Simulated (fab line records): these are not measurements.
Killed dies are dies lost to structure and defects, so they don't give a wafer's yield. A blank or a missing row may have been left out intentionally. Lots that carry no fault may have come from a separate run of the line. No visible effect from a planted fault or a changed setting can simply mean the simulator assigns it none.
Matching of chambers | flow gf180mcu | pecvd-03 running GF_V2_CVD_02: 3 sister chambers
The step deposits SiO2 from TEOS, target thk 850 nm, time 94.851 s. 3 wafers are shown with their chamber, then 12 later ones without.

## WAFERS PAIRED WITH THEIR CHAMBERS
wafer  | chamber | heater-power-w (W)
L084.6 | 0       | 627
L085.1 | 1       | 679
L085.6 | 2       | 784

## WAFERS MISSING THEIR CHAMBER
wafer  | heater-power-w (W)
L088.1 | 774
L088.3 | 721
L088.6 | 653
L094.1 | 697
L094.4 | 623
L094.5 | 535
L095.1 | 708
L095.3 | 555
L095.4 | 601
L097.1 | 669
L097.2 | 712
L097.6 | 699

## THE CHAMBER EACH PASSED THROUGH
wafer  | from the rows above          | in truth
L088.1 | 2                            | 2
L088.3 | can't be placed: 1 or 2 or 0 | 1
L088.6 | can't be placed: 0 or 1      | 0
L094.1 | can't be placed: 1 or 0 or 2 | 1
L094.4 | can't be placed: 0 or 1      | 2
L094.5 | can't be placed: 0 or 1      | 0
L095.1 | can't be placed: 1 or 2 or 0 | 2
L095.3 | can't be placed: 0 or 1      | 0
L095.4 | can't be placed: 0 or 1      | 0
L097.1 | can't be placed: 1 or 0      | 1
L097.2 | can't be placed: 1 or 2 or 0 | 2
L097.6 | can't be placed: 1 or 0 or 2 | 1
Correctly placed: 1 of 12. Not placeable from these rows: 11 (in 10, the candidates include the true chamber). Number placed wrongly: 0.
How it was worked out, from the rows above alone: a wafer's distance from a chamber is the root of the sum, over the readings, of the square of ((its reading less the chamber's mean) divided by the reading's scatter). If the next closest chamber is less than 2 further off than the closest, the wafer can't be placed; otherwise it belongs to the closest. For every chamber, the mean is computed from those of its wafers that are shown. The scatter: with one shown wafer a chamber, the root of the mean of the squares of how far each hidden wafer lies from its nearest shown one.
